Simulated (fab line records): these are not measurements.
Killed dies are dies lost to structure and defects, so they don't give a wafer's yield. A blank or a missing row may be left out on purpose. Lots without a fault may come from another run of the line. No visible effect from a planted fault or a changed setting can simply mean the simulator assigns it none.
fab line records	flow sky130
record: lots: 13	wafers: 39	lastDay: 50
route steps=708 shown GATE_OXIDE@189 POLY_GATE@218 LDD_HVP@286
lots that met no fault: taken from a fault-free run of the same line
startH: the number of hours between the record's first day and the start of the first shown wafer of the lot	waitH: how many hours have passed since the lot's step before this one	" identical to the entry in the row above	L1.1+2: a row that stands for several wafers	- either no value or no given start	* or withheld: withheld	< > ~ a bound
route shown NAME@n: NAME is a module with steps in the file, n the number in the route of the first one	usual: mean and standard deviation over wafers with no fault	same: alike in all rows	chamber/n: place in a boat	sites: the reading at each site	_std_site: how widely they spread, as a standard deviation	_edge_site: outer sites' mean less inner sites'	radiusMm: for every site, how far away it sits from the centre of the wafer	mask NAME#n: copy n	behind: the most recent tool/chamber to have shaped the wafer	hold: reason for holding the lot/hours on hold/outcome of the hold	device: transistor that didn't switch, given as n, p or np	end of line: the tests these same wafers got at the end of their route	for a step that has no rows: nothing shown but its recipe	killed: dies lost to structure and defects at the first sort, not the wafer's yield	map: dies across one wafer; x = killed, . = not, _ = none there
set.NAME: the setting that was run; set.NAME@STEP: the one run at that earlier step	model.NAME: the simulator's own value behind a step, which no gauge read
one table for each step of the route and one row for each wafer, over a sample of lots
services: when a tool's chamber went out of use (startH, in hours from the record's first day, below 0 if earlier), for how many hours, and the reason
== steps ==
step: SKY_GATE_OXIDE_THK_MEAS_02
recipe: reads: SiO2_of_GATE_OXIDE_OXIDATION_01
usual: GATE_OXIDE_OXIDATION_00_THK: 10.26/0.2
lot.wafer	tool	chamber	startH	waitH	GATE_OXIDE_OXIDATION_00_THK[nm]
L742.1	filmMetro-03	-	303.88	0.0	10.31
L742.3	"	-	"	"	10.57
L742.4	"	-	"	"	10.35
L743.2	filmMetro-04	-	310.87	0.0	10.25
L743.4	"	-	"	"	10.24
L743.6	"	-	"	"	10.53
L745.2	filmMetro-01	-	317.73	0.0	10.06
L745.3	"	-	"	"	10.23
L745.6	"	-	"	"	10.24
L746.2	filmMetro-01	-	334.07	0.0	10.06
L746.3	"	-	"	"	10.24
L746.4	"	-	"	"	10.05
L747.2	filmMetro-04	-	334.07	0.0	10.34
L747.3	"	-	"	"	10.33
L747.6	"	-	"	"	10.36
L749.2	filmMetro-01	-	348.05	0.0	10.32
L749.3	"	-	"	"	10.27
L749.4	"	-	"	"	10.17
L751.2	filmMetro-04	-	368.83	0.0	10.52
L751.3	"	-	"	"	10.47
L751.4	"	-	"	"	10.60
L757.2	filmMetro-04	-	421.63	0.0	9.92
L757.4	"	-	"	"	10.21
L757.6	"	-	"	"	10.17
L758.2	filmMetro-01	-	430.21	0.0	10.30
L758.4	"	-	"	"	10.48
L758.6	"	-	"	"	10.51
L759.1	filmMetro-01	-	440.83	0.0	10.31
L759.5	"	-	"	"	9.88
L759.6	"	-	"	"	9.93
L760.1	filmMetro-01	-	451.28	0.0	10.16
L760.3	"	-	"	"	9.94
L760.4	"	-	"	"	10.32
L761.1	filmMetro-04	-	458.52	0.0	10.00
L761.4	"	-	"	"	10.06
L761.5	"	-	"	"	10.09
L762.1	filmMetro-04	-	460.87	0.0	10.14
L762.3	"	-	"	"	10.11
L762.4	"	-	"	"	10.21
step: SKY_POLY_GATE_THK_MEAS_04
recipe: reads: Si3N4_of_POLY_GATE_CVD_03
usual: POLY_GATE_CVD_03_THK: 74.7/0.73
lot.wafer	tool	chamber	startH	waitH	POLY_GATE_CVD_03_THK[nm]
L742.1	filmMetro-01	-	362.50	0.0	74.9
L742.3	"	-	"	"	74.3
L742.4	"	-	"	"	74.5
L743.2	filmMetro-01	-	372.57	0.0	75.8
L743.4	"	-	"	"	75.6
L743.6	"	-	"	"	75.7
L745.2	filmMetro-01	-	376.03	0.0	75.1
L745.3	"	-	"	"	74.9
L745.6	"	-	"	"	75.5
L747.2	filmMetro-03	-	393.72	0.0	74.3
L747.3	"	-	"	"	73.9
L747.6	"	-	"	"	74.7
L746.2	filmMetro-01	-	395.07	0.0	73.5
L746.3	"	-	"	"	73.3
L746.4	"	-	"	"	73.2
L749.2	filmMetro-02	-	413.23	0.0	74.0
L749.3	"	-	"	"	74.2
L749.4	"	-	"	"	73.9
L751.2	filmMetro-02	-	432.62	0.0	73.4
L751.3	"	-	"	"	74.2
L751.4	"	-	"	"	74.2
L757.2	filmMetro-01	-	489.11	0.0	74.3
L757.4	"	-	"	"	74.7
L757.6	"	-	"	"	74.8
L758.2	filmMetro-02	-	497.53	0.0	74.0
L758.4	"	-	"	"	74.4
L758.6	"	-	"	"	74.2
L759.1	filmMetro-03	-	507.04	0.0	75.6
L759.5	"	-	"	"	74.7
L759.6	"	-	"	"	75.4
L760.1	filmMetro-03	-	517.08	0.0	74.9
L760.3	"	-	"	"	74.7
L760.4	"	-	"	"	74.3
L761.1	filmMetro-01	-	524.69	0.0	75.3
L761.4	"	-	"	"	75.0
L761.5	"	-	"	"	75.6
L762.1	filmMetro-03	-	527.42	0.0	75.0
L762.3	"	-	"	"	75.4
L762.4	"	-	"	"	74.8
step: SKY_POLY_GATE_THK_MEAS_21
recipe: reads: SiO2_of_POLY_GATE_OXIDATION_20
usual: POLY_GATE_OXIDATION_THK: 3.95/0.078
lot.wafer	tool	chamber	startH	waitH	POLY_GATE_OXIDATION_THK[nm]
L742.1	filmMetro-03	-	394.21	0.0	3.94
L742.3	"	-	"	"	3.93
L742.4	"	-	"	"	3.92
L743.2	filmMetro-03	-	403.89	0.0	3.99
L743.4	"	-	"	"	3.97
L743.6	"	-	"	"	4.05
L745.2	filmMetro-03	-	406.64	0.0	3.93
L745.3	"	-	"	"	3.94
L745.6	"	-	"	"	3.98
L746.2	filmMetro-02	-	427.13	0.0	3.96
L746.3	"	-	"	"	3.91
L746.4	"	-	"	"	3.91
L747.2	filmMetro-03	-	427.13	0.0	3.89
L747.3	"	-	"	"	3.82
L747.6	"	-	"	"	3.88
L749.2	filmMetro-01	-	445.14	0.0	3.89
L749.3	"	-	"	"	3.82
L749.4	"	-	"	"	3.91
L751.2	filmMetro-01	-	467.74	0.0	4.02
L751.3	"	-	"	"	3.92
L751.4	"	-	"	"	4.05
L757.2	filmMetro-02	-	521.28	0.0	3.96
L757.4	"	-	"	"	4.08
L757.6	"	-	"	"	4.02
L758.2	filmMetro-02	-	529.73	0.0	3.98
L758.4	"	-	"	"	3.97
L758.6	"	-	"	"	4.06
L759.1	filmMetro-01	-	539.72	0.0	4.00
L759.5	"	-	"	"	3.96
L759.6	"	-	"	"	4.04
L760.1	filmMetro-03	-	549.30	0.0	3.99
L760.3	"	-	"	"	3.98
L760.4	"	-	"	"	3.94
L761.1	filmMetro-03	-	556.62	0.0	3.97
L761.4	"	-	"	"	3.98
L761.5	"	-	"	"	3.95
L762.1	filmMetro-03	-	559.51	0.0	4.14
L762.3	"	-	"	"	4.03
L762.4	"	-	"	"	4.04
step: SKY_LDD_HVP_IMPLANT_08
recipe: species: B	energyKev: 20	doseCm2: 1.7e+13	tiltDeg: 17.9
usual: doseIonsCm2: 1.7003e+13/1.6e+10	faradayCurrentUA: 95.7/1.9
lot.wafer	tool	chamber	startH	waitH	doseIonsCm2	faradayCurrentUA
L742.1	implanter-04	0	516.77	0.0	1.7017e+13	95.3
L742.3	"	0	"	"	1.7027e+13	97.0
L742.4	"	0	"	"	1.7002e+13	93.1
L743.2	implanter-02	0	528.00	0.0	1.6979e+13	91.2
L743.4	"	0	"	"	1.6996e+13	95.7
L743.6	"	0	"	"	1.6984e+13	97.5
L745.2	implanter-02	0	529.50	0.0	1.7011e+13	93.8
L745.3	"	0	"	"	1.6969e+13	96.3
L745.6	"	0	"	"	1.7006e+13	94.4
L747.2	implanter-02	0	549.84	0.0	1.7007e+13	95.9
L747.3	"	0	"	"	1.7009e+13	96.5
L747.6	"	0	"	"	1.6996e+13	94.4
L746.2	implanter-01	0	552.14	0.0	1.7015e+13	93.8
L746.3	"	0	"	"	1.7003e+13	95.8
L746.4	"	0	"	"	1.7011e+13	96.7
L749.2	implanter-02	0	569.25	0.0	1.4657e+13	81.1
L749.3	"	0	"	"	1.4636e+13	85.4
L749.4	"	0	"	"	1.465e+13	83.5
L751.2	implanter-02	0	591.34	0.0	1.4668e+13	81.1
L751.3	"	0	"	"	1.4667e+13	82.8
L751.4	"	0	"	"	1.4668e+13	80.6
L757.2	implanter-01	0	641.69	0.0	1.7009e+13	95.8
L757.4	"	0	"	"	1.698e+13	101.1
L757.6	"	0	"	"	1.6993e+13	99.8
L758.2	implanter-04	0	649.14	0.0	1.6995e+13	94.1
L758.4	"	0	"	"	1.701e+13	96.2
L758.6	"	0	"	"	1.7012e+13	97.5
L759.1	implanter-02	0	659.16	0.0	1.7038e+13	93.9
L759.5	"	0	"	"	1.6986e+13	94.1
L759.6	"	0	"	"	1.7016e+13	100.4
L760.1	implanter-01	0	666.51	0.0	1.7014e+13	94.2
L760.3	"	0	"	"	1.7004e+13	97.0
L760.4	"	0	"	"	1.7017e+13	95.5
L761.1	implanter-01	0	674.41	0.0	1.7009e+13	96.6
L761.4	"	0	"	"	1.6982e+13	97.2
L761.5	"	0	"	"	1.6982e+13	97.3
L762.1	implanter-02	0	676.56	0.0	1.7033e+13	97.6
L762.3	"	0	"	"	1.7021e+13	96.7
L762.4	"	0	"	"	1.7025e+13	97.2
step: SKY_LDD_HVP_TW_MEAS_10
usual: LDD_HVP_TW: 459.8/1.9
lot.wafer	tool	chamber	startH	waitH	LDD_HVP_TW
L742.1	filmMetro-02	-	517.02	0.1	460.9
L742.3	"	-	"	"	458.8
L742.4	"	-	"	"	457.7
L743.2	filmMetro-01	-	528.23	0.1	460.1
L743.4	"	-	"	"	460.0
L743.6	"	-	"	"	462.7
L745.2	filmMetro-04	-	529.73	0.1	457.2
L745.3	"	-	"	"	459.5
L745.6	"	-	"	"	460.4
L747.2	filmMetro-01	-	550.07	0.1	457.8
L747.3	"	-	"	"	459.9
L747.6	"	-	"	"	458.0
L746.2	filmMetro-02	-	552.37	0.1	460.6
L746.3	"	-	"	"	458.0
L746.4	"	-	"	"	459.3
L749.2	filmMetro-02	-	569.48	0.1	438.5
L749.3	"	-	"	"	437.9
L749.4	"	-	"	"	438.9
L751.2	filmMetro-02	-	591.57	0.1	435.9
L751.3	"	-	"	"	437.2
L751.4	"	-	"	"	435.7
L757.2	filmMetro-02	-	641.92	0.1	459.6
L757.4	"	-	"	"	458.4
L757.6	"	-	"	"	459.2
L758.2	filmMetro-02	-	649.37	0.1	460.8
L758.4	"	-	"	"	457.1
L758.6	"	-	"	"	457.9
L759.1	filmMetro-02	-	659.41	0.1	458.3
L759.5	"	-	"	"	461.2
L759.6	"	-	"	"	461.2
L760.1	filmMetro-02	-	666.76	0.1	459.7
L760.3	"	-	"	"	461.1
L760.4	"	-	"	"	462.6
L761.1	filmMetro-01	-	674.66	0.1	458.3
L761.4	"	-	"	"	462.3
L761.5	"	-	"	"	458.7
L762.1	filmMetro-01	-	676.81	0.1	463.1
L762.3	"	-	"	"	459.3
L762.4	"	-	"	"	462.5
== services ==
tool	chamber	startH	hours	kind
implanter-04	-	495.68	4.4	pm
implanter-04	-	512.76	3.7	pm
implanter-01	-	518.52	4.4	pm
implanter-02	-	533.45	1.0	repair
implanter-02	-	659.48	1.5	repair
implanter-02	-	670.73	3.1	repair
== key ==
firstSign: step: SKY_LDD_HVP_IMPLANT_08	reading: doseIonsCm2	direction: down	sigmas: 99+	usual: *	struck: *
effect: step: SKY_LDD_HVP_IMPLANT_08	reading: faradayCurrentUA	direction: down	sigmas: 6.9	usual: 95.7	struck: 82.4
effect: step: SKY_LDD_HVP_TW_MEAS_10	reading: LDD_HVP_TW	direction: down	sigmas: 12	usual: 459.8	struck: 437.3
metAt SKY_LDD_HVP_IMPLANT_08
struckLots L749,L751
testerLeftOut L749,L751
notActingAt SKY_GATE_OXIDE_THK_MEAS_02,SKY_POLY_GATE_THK_MEAS_04,SKY_POLY_GATE_THK_MEAS_21
onsetBetween 549.84 569.25
fault: kind: processParameterDrift	tool: implanter-02	chamber: -	onsetH: 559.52	steps: SKY_LDD_HVP_IMPLANT_08	channel: doseCm2	offset: *	shape: step	endH: 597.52	actsIn: *	stated: *
testerLeftOut: of these lots the tester's yield and bins aren't shown, on N5 and GAA mostly nor the transistor test; their killed dies are dies lost to structure and defects alone, not to doping, threshold or leakage, so they don't give the yield
